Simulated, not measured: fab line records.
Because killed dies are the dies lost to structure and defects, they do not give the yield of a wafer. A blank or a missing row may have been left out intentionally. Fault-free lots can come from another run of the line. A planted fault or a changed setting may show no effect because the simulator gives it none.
fab line records	flow sky130
[record] lots = 11	wafers = 32	last_day = 50
route steps=708 shown CONTACT@407
lots that met no fault: taken from a fault-free run of the same line
start_h: hours from the record's first day to the start of the lot's first wafer shown	wait_h: time in hours since the lot's previous step	" repeats the value in the row above	L1.1+2: a row that stands for several wafers	- no value, or no start given	* or withheld: withheld	< > ~ a bound
route shown NAME@n: NAME is a module with steps in the file, n the number in the route of the first one	usual: mean/standard deviation taken from wafers without a fault	same: alike in all rows	chamber/n: place in a boat	sites: readings site by site	_std_site: their standard deviation	_edge_site: mean of outer sites minus mean of inner sites	radius_mm: for every site, how far away it sits from the centre of the wafer	mask NAME#n: copy n	behind: tool/chamber where the wafer was last shaped	hold: the reason the lot was held/the length of the hold in hours/how it ended	device: which transistor (n, p or np) failed to switch	end of line: tests run on the same wafers once the route is complete	a step without rows: its recipe alone	killed: count of dies lost to structure and defects at first sort (not the wafer's yield)	map: dies across one wafer; x = killed, . = not, _ = none there
set.NAME: the run value of the setting; set.NAME@STEP: its run value at that earlier step	model.NAME: the simulator's own value behind a step, which no gauge read
steps of the route over a sample of lots; a table a step, a row a wafer
services: from which hour (start_h, from the record's first day; less than 0 if before it) a tool's chamber was out of use, for how many hours, and why
[[steps]]
[step SKY_CONTACT_THK_MEAS_01]
[recipe] reads = Si3N4_of_CONTACT_CVD_00
[usual] CONTACT_CVD_00_THK = 74.8/1.1
lot.wafer	tool	chamber	start_h	wait_h	CONTACT_CVD_00_THK[nm]
L731.1	film_metro-01	-	729.25	-	72.9
L731.2	"	-	"	"	74.8
L731.5	"	-	"	"	75.6
L732.1	film_metro-04	-	740.28	-	73.3
L732.3	"	-	"	"	74.1
L732.4	"	-	"	"	76.0
L734.2	film_metro-04	-	756.34	-	74.2
L734.3	"	-	"	"	74.7
L734.5	"	-	"	"	76.1
L739.2	film_metro-01	-	795.62	-	73.8
L739.3	"	-	"	"	73.0
L741.1	film_metro-04	-	802.73	-	73.3
L741.2	"	-	"	"	75.3
L741.5	"	-	"	"	74.9
L742.3	film_metro-04	-	818.72	-	75.5
L742.4	"	-	"	"	75.4
L742.5	"	-	"	"	74.1
L747.2	film_metro-03	-	858.69	-	72.4
L747.5	"	-	"	"	73.7
L747.6	"	-	"	"	75.6
L748.3	film_metro-03	-	865.16	-	72.7
L748.4	"	-	"	"	75.3
L748.6	"	-	"	"	76.7
L746.3	film_metro-04	-	867.71	-	75.6
L746.4	"	-	"	"	76.7
L746.5	"	-	"	"	76.1
L749.1	film_metro-03	-	871.81	-	74.2
L749.4	"	-	"	"	73.1
L749.5	"	-	"	"	75.8
L751.3	film_metro-01	-	887.61	-	73.2
L751.5	"	-	"	"	75.0
L751.6	"	-	"	"	74.2
[step SKY_CONTACT_THK_MEAS_03]
[recipe] reads = SiO2_of_CONTACT_HDPCVD_02
[usual] CONTACT_HDPCVD_THK = 565/8.2
lot.wafer	tool	chamber	start_h	wait_h	CONTACT_HDPCVD_THK[nm]
L731.1	film_metro-04	-	729.38	0.0	556
L731.2	"	-	"	"	559
L731.5	"	-	"	"	564
L732.1	film_metro-04	-	740.41	0.0	580
L732.3	"	-	"	"	579
L732.4	"	-	"	"	563
L734.2	film_metro-03	-	756.47	0.0	565
L734.3	"	-	"	"	568
L734.5	"	-	"	"	561
L739.2	film_metro-01	-	795.75	0.0	568
L739.3	"	-	"	"	564
L741.1	film_metro-01	-	802.86	0.0	580
L741.2	"	-	"	"	566
L741.5	"	-	"	"	573
L742.3	film_metro-03	-	818.85	0.1	590
L742.4	"	-	"	"	588
L742.5	"	-	"	"	586
L747.2	film_metro-03	-	858.82	0.0	553
L747.5	"	-	"	"	553
L747.6	"	-	"	"	562
L748.3	film_metro-04	-	865.29	0.1	572
L748.4	"	-	"	"	566
L748.6	"	-	"	"	571
L746.3	film_metro-03	-	867.84	0.1	570
L746.4	"	-	"	"	560
L746.5	"	-	"	"	573
L749.1	film_metro-04	-	871.94	0.0	580
L749.4	"	-	"	"	572
L749.5	"	-	"	"	574
L751.3	film_metro-03	-	887.74	0.1	564
L751.5	"	-	"	"	569
L751.6	"	-	"	"	569
[step SKY_CONTACT_CMP_04]
[recipe] material = SiO2	down_force_psi = 4	platen_rpm = 60	pad_velocity_m_s = 0.94248
[usual] motor_current_A = 11.8/1.2	slurry_flow_ml_min = 150.0/0.47	time_to_endpoint_s = 84/7.3
lot.wafer	tool	chamber	start_h	wait_h	motor_current_A	slurry_flow_ml_min	time_to_endpoint_s
L731.2	cmp-02	1	729.44	0.0	10.9	150.2	77
L731.1	"	3	"	"	11.7	149.8	88
L731.5	"	2	"	"	12.3	150.2	83
L732.3	cmp-01	3	740.52	0.1	15.1	149.6	95
L732.1	"	0	"	"	12.6	149.3	92
L732.4	"	1	"	"	11.9	150.0	81
L734.3	cmp-01	0	756.57	0.1	12.0	150.4	87
L734.2	"	2	"	"	10.7	149.5	90
L734.5	"	0	"	"	12.1	150.4	82
L739.3	cmp-02	0	796.14	0.4	10.8	149.2	89
L739.2	"	1	"	"	10.0	149.7	76
L741.2	cmp-02	0	802.97	0.1	11.2	149.7	92
L741.1	"	2	"	"	12.2	150.3	89
L741.5	"	3	"	"	11.7	150.4	92
L742.4	cmp-02	1	819.10	0.2	10.5	149.1	78
L742.3	"	3	"	"	11.5	150.0	94
L742.5	"	0	"	"	11.4	149.2	98
L747.2	cmp-02	0	858.97	0.1	11.4	149.4	87
L747.6	"	2	"	"	12.2	150.5	76
L747.5	"	3	"	"	11.3	149.8	79
L748.4	cmp-02	3	865.38	0.1	11.5	149.1	85
L748.3	"	1	"	"	10.6	149.4	72
L748.6	"	3	"	"	11.4	149.4	88
L746.4	cmp-02	1	867.88	0.0	10.7	148.9	72
L746.3	"	3	"	"	12.0	150.4	90
L746.5	"	1	"	"	10.3	149.3	75
L749.4	cmp-01	0	872.05	0.1	11.9	149.5	87
L749.1	"	1	"	"	12.1	150.9	88
L749.5	"	3	"	"	15.2	150.7	94
L751.3	cmp-01	0	887.83	0.1	12.3	150.9	83
L751.6	"	3	"	"	15.0	149.9	93
L751.5	"	0	"	"	12.7	150.9	86
[step SKY_CONTACT_CVD_24]
[recipe] material = W	target_thk_nm = 340	time_s = 102.12	temp_c = 400	pressure_torr = 40
[usual] chamber_pressure_Torr = 40.00/0.087	heater_power_w = 937/78
lot.wafer	tool	chamber	start_h	wait_h	chamber_pressure_Torr	heater_power_w
L731.1	cvd_w-02	1	758.63	0.0	40.10	877
L731.2	"	0	"	"	39.96	1061
L731.5	"	0	"	"	39.92	1065
L732.1	cvd_w-01	0	768.95	0.0	40.17	899
L732.3	"	1	"	"	39.97	911
L732.4	"	0	"	"	40.06	891
L734.2	cvd_w-02	1	784.05	0.0	39.94	875
L734.3	"	0	"	"	40.12	1043
L734.5	"	0	"	"	40.09	1090
L739.2	cvd_w-02	1	823.17	0.0	40.01	860
L739.3	"	1	"	"	40.01	871
L741.1	cvd_w-02	1	830.91	0.0	40.04	890
L741.2	"	0	"	"	40.04	1083
L741.5	"	1	"	"	39.89	900
L742.3	cvd_w-02	1	846.13	0.1	39.96	893
L742.4	"	0	"	"	39.99	1066
L742.5	"	1	"	"	39.96	892
L747.2	cvd_w-01	0	886.77	0.0	39.87	908
L747.5	"	0	"	"	40.00	910
L747.6	"	1	"	"	39.98	889
L748.3	cvd_w-01	1	892.27	0.1	40.02	887
L748.4	"	0	"	"	39.94	915
L748.6	"	0	"	"	39.95	901
L746.3	cvd_w-01	1	894.77	0.1	39.82	889
L746.4	"	0	"	"	39.92	906
L746.5	"	1	"	"	40.02	888
L749.1	cvd_w-01	0	898.61	0.0	39.96	883
L749.4	"	1	"	"	39.83	903
L749.5	"	1	"	"	39.92	885
L751.3	cvd_w-02	0	914.03	0.1	40.06	1080
L751.5	"	0	"	"	39.97	1063
L751.6	"	1	"	"	40.07	901
[step SKY_CONTACT_RS_MEAS_25]
[recipe] thk_meas_gauge = four-point-probe	reads = W_of_CONTACT_CVD_24+TiN_of_CONTACT_SPUTTER_23
[usual] CONTACT_W_RS = 0.337/0.0042
lot.wafer	tool	chamber	start_h	wait_h	CONTACT_W_RS[ohm/sq]
L731.1	film_metro-04	-	758.74	0.1	0.335
L731.2	"	-	"	"	0.336
L731.5	"	-	"	"	0.334
L732.1	film_metro-01	-	769.06	0.1	0.331
L732.3	"	-	"	"	0.340
L732.4	"	-	"	"	0.329
L734.2	film_metro-03	-	784.18	0.1	0.336
L734.3	"	-	"	"	0.328
L734.5	"	-	"	"	0.334
L739.2	film_metro-03	-	823.30	0.1	0.635
L739.3	"	-	"	"	0.641
L741.1	film_metro-04	-	831.02	0.1	0.333
L741.2	"	-	"	"	0.642
L741.5	"	-	"	"	0.333
L742.3	film_metro-03	-	846.25	0.1	0.638
L742.4	"	-	"	"	0.337
L742.5	"	-	"	"	0.338
L747.2	film_metro-01	-	886.90	0.1	0.329
L747.5	"	-	"	"	0.336
L747.6	"	-	"	"	0.345
L748.3	film_metro-03	-	892.38	0.1	0.346
L748.4	"	-	"	"	0.335
L748.6	"	-	"	"	0.336
L746.3	film_metro-04	-	894.88	0.1	0.340
L746.4	"	-	"	"	0.335
L746.5	"	-	"	"	0.341
L749.1	film_metro-01	-	898.72	0.1	0.332
L749.4	"	-	"	"	0.338
L749.5	"	-	"	"	0.345
L751.3	film_metro-04	-	914.14	0.1	0.339
L751.5	"	-	"	"	0.339
L751.6	"	-	"	"	0.335
[step SKY_CONTACT_THK_MEAS_26]
[recipe] thk_meas_gauge = xrf	reads = W_of_CONTACT_CVD_24
[usual] CONTACT_W_THK = 330/4.6
lot.wafer	tool	chamber	start_h	wait_h	CONTACT_W_THK[nm]
L731.1	film_metro-04	-	758.86	0.1	333
L731.2	"	-	"	"	331
L731.5	"	-	"	"	332
L732.1	film_metro-01	-	769.18	0.1	333
L732.3	"	-	"	"	329
L732.4	"	-	"	"	336
L734.2	film_metro-03	-	784.29	0.1	325
L734.3	"	-	"	"	332
L734.5	"	-	"	"	328
L739.2	film_metro-03	-	823.41	0.1	176
L739.3	"	-	"	"	174
L741.1	film_metro-04	-	831.14	0.1	334
L741.2	"	-	"	"	177
L741.5	"	-	"	"	332
L742.3	film_metro-03	-	846.35	0.1	178
L742.4	"	-	"	"	329
L742.5	"	-	"	"	326
L747.2	film_metro-01	-	887.01	0.1	341
L747.5	"	-	"	"	336
L747.6	"	-	"	"	325
L748.3	film_metro-03	-	892.48	0.1	320
L748.4	"	-	"	"	329
L748.6	"	-	"	"	329
L746.3	film_metro-04	-	894.98	0.1	325
L746.4	"	-	"	"	333
L746.5	"	-	"	"	326
L749.1	film_metro-01	-	898.84	0.1	336
L749.4	"	-	"	"	330
L749.5	"	-	"	"	325
L751.3	film_metro-04	-	914.24	0.1	329
L751.5	"	-	"	"	327
L751.6	"	-	"	"	334
[step SKY_CONTACT_CMP_27]
[recipe] stop_on = SiO2	t_overpolish_s = 15	down_force_psi = 3.5	platen_rpm = 60	target_thk_nm = 0	pad_velocity_m_s = 0.94248
[usual] motor_current_A = 10.9/1.2	slurry_flow_ml_min = 150.0/0.47	time_to_endpoint_s = 83/6.4
lot.wafer	tool	chamber	start_h	wait_h	motor_current_A	slurry_flow_ml_min	time_to_endpoint_s
L731.1	cmp-02	1	758.97	0.1	9.7	150.1	73
L731.2	"	2	"	"	10.3	149.7	80
L731.5	"	0	"	"	9.5	150.7	91
L732.1	cmp-01	0	769.24	0.1	11.4	150.0	85
L732.4	"	1	"	"	11.3	150.4	86
L732.3	"	2	"	"	9.6	150.6	92
L734.2	cmp-02	2	784.34	0.0	11.6	149.7	81
L734.3	"	1	"	"	9.5	149.7	72
L734.5	"	3	"	"	10.9	150.3	87
L739.2	cmp-02	0	823.46	0.0	9.8	150.8	49
L739.3	"	3	"	"	10.7	150.2	44
L741.1	cmp-01	1	831.20	0.1	11.2	150.2	78
L741.2	"	0	"	"	11.3	150.3	43
L741.5	"	2	"	"	10.2	149.8	89
L742.4	cmp-02	2	846.39	0.0	10.9	150.1	81
L742.3	"	3	"	"	10.3	150.2	49
L742.5	"	3	"	"	10.4	149.3	90
L747.2	cmp-02	3	887.16	0.1	11.5	149.9	84
L747.6	"	1	"	"	9.8	150.7	67
L747.5	"	2	"	"	11.0	149.9	77
L748.4	cmp-02	0	892.57	0.1	10.2	149.3	86
L748.3	"	2	"	"	11.5	149.0	75
L748.6	"	0	"	"	10.4	149.3	87
L746.3	cmp-01	3	895.02	0.0	14.1	150.3	86
L746.4	"	2	"	"	10.0	150.2	84
L746.5	"	0	"	"	11.3	150.0	79
L749.4	cmp-02	2	898.90	0.0	11.4	149.3	73
L749.1	"	1	"	"	10.2	150.4	70
L749.5	"	2	"	"	10.5	150.1	76
L751.3	cmp-01	2	914.33	0.1	10.4	149.9	86
L751.6	"	1	"	"	11.0	149.3	80
L751.5	"	2	"	"	9.6	150.2	87
[[services]]
tool	chamber	start_h	hours	kind
cmp-02	-	716.23	5.5	pm
cmp-02	-	724.55	3.8	repair
cmp-02	-	732.22	4.3	pm
cmp-01	-	742.22	3.3	repair
cmp-01	-	745.54	4.0	pm
cmp-01	-	749.54	-	consumable_replace:conditioner
cmp-01	-	749.54	-	consumable_replace:pad
cmp-01	-	793.44	4.8	pm
cvd_w-01	1	801.00	8.2	repair
cmp-01	-	818.53	6.7	repair
cvd_w-01	-	844.09	6.0	pm
cvd_w-01	0	859.38	13.3	repair
cvd_w-02	-	872.42	1.5	repair
cvd_w-01	-	904.00	14.0	pm
cvd_w-01	0	904.00	14.0	vent_cycle
cvd_w-01	1	904.00	14.0	vent_cycle
cmp-02	-	911.44	1.6	repair
cmp-02	-	913.07	4.0	pm
[[key]]
[first_sign] step = SKY_CONTACT_RS_MEAS_25	reading = CONTACT_W_RS	direction = up	sigmas = 73	usual = 0.337	struck = 0.639
[effect] step = SKY_CONTACT_THK_MEAS_26	reading = CONTACT_W_THK	direction = down	sigmas = 34	usual = 330	struck = 176
[effect] step = SKY_CONTACT_CMP_27	reading = time_to_endpoint_s	direction = down	sigmas = 5.8	usual = *	struck = *
met_at SKY_CONTACT_CVD_24
struck_lots L739,L741,L742
struck_wafers L739.2,L739.3,L741.2,L742.3
tester_left_out L739,L741,L742
not_acting_at SKY_CONTACT_THK_MEAS_01,SKY_CONTACT_THK_MEAS_03,SKY_CONTACT_CMP_04
onset_between 784.05 823.17
[fault] kind = process_parameter_drift	tool = cvd_w-02	chamber = -	onset_h = 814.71	steps = SKY_CONTACT_CVD_24	channel = target_thk_nm	offset = -161.45	shape = step	end_h = 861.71	scope = struck_wafers_only	acts_in = these_recipes_only	stated = 340
// tester_left_out: of these lots the tester's yield and bins aren't shown, on N5 and GAA mostly nor the transistor test; their killed dies are dies lost to structure and defects alone, not to doping, threshold or leakage, so they don't give the yield
